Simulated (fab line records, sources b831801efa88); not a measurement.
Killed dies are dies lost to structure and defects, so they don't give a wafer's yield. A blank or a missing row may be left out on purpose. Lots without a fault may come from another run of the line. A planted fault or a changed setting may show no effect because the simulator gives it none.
One fault seen from 2 desks | flow gf180mcu | each desk has only its own numbers; what lay behind them comes last

THE TOOL OWNER'S DESK: plasma_asher-02
The tool's own readings at GF_M1_STRIP_17 (strips in O2/N2): means of the sampled wafers that have a number, for each lot that ran on this tool. A lot is out of limits, marked OUT, if its mean lies more than 4 standard deviations from the usual mean; the brackets give that distance.
Columns: A = drypump_motor_current_A at GF_M1_STRIP_17, usual 5.8 A; B = heater_power_w at GF_M1_STRIP_17, usual 340 W; C = oes_product_au at GF_M1_STRIP_17, usual 0.539 a.u.; D = strip_time_to_endpoint_s at GF_M1_STRIP_17, usual 7.43 s
lot  | first seen here | A   | B   | C     | D
L973 | day 17 12:38    | 6.1 | 359 | 0.541 | 7.43
L974 | day 18 00:14    | 6.1 | 356 | 0.543 | 7.41
L975 | day 18 05:01    | 5.9 | 350 | 0.538 | 7.37
L976 | day 18 13:47    | 6.1 | 352 | 0.548 | 6.73 (-11) OUT
L977 | day 18 23:35    | 6.3 | 356 | 0.547 | 6.69 (-12) OUT
L991 | day 23 22:50    | 5.9 | 352 | 0.542 | 7.40
This desk's finding: out of limits on L976, L977; first on L976, day 18 13:47 (strip_time_to_endpoint_s at GF_M1_STRIP_17). In limits: L973, L974, L975, L991.

THE METROLOGY DESK
What the gauges read, lot by lot, whatever tool the lot ran on: means of the sampled wafers that have a number. A lot is out of limits, marked OUT, if its mean lies more than 4 standard deviations from the usual mean; the brackets give that distance.
Columns: A = M2_ALCU_RS at GF_M2_RS_MEAS_05, usual 0.0694 ohm/sq
lot  | first seen here | A
L972 | day 18 05:37    | 0.0696
L973 | day 18 14:22    | 0.0689
L974 | day 19 02:41    | 0.0696
L975 | day 19 07:43    | 0.0703
L976 | day 19 16:17    | 0.0681
L977 | day 20 02:44    | 0.0688
L985 | day 23 01:07    | 0.0694
L987 | day 23 16:03    | 0.0687
L988 | day 23 19:49    | 0.0685
L991 | day 24 23:46    | 0.0701
L992 | day 25 08:27    | 0.0689
L993 | day 25 11:56    | 0.0697
L994 | day 25 21:47    | 0.0683
This desk's finding: nothing out of limits on any of the 13 lots.

PUT TOGETHER
The tool owner's desk could have raised an alarm at day 18 13:47, on L976, L977.
The metrology desk saw nothing out of limits.
The metrology desk has L976, L977 on record, within its limits.
Of the lots named, all ran GF_M1_STRIP_17 on plasma_asher-02.

WHAT THE SIMULATOR HAD PUT IN
Process parameter drift: plasma_asher-02, from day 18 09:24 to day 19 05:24, at GF_M1_STRIP_17. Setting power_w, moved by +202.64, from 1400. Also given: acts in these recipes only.
Lots struck among those shown: L976, L977.
Hours from the fault's start to each desk's first reading out of limits: the tool owner's desk, 4.
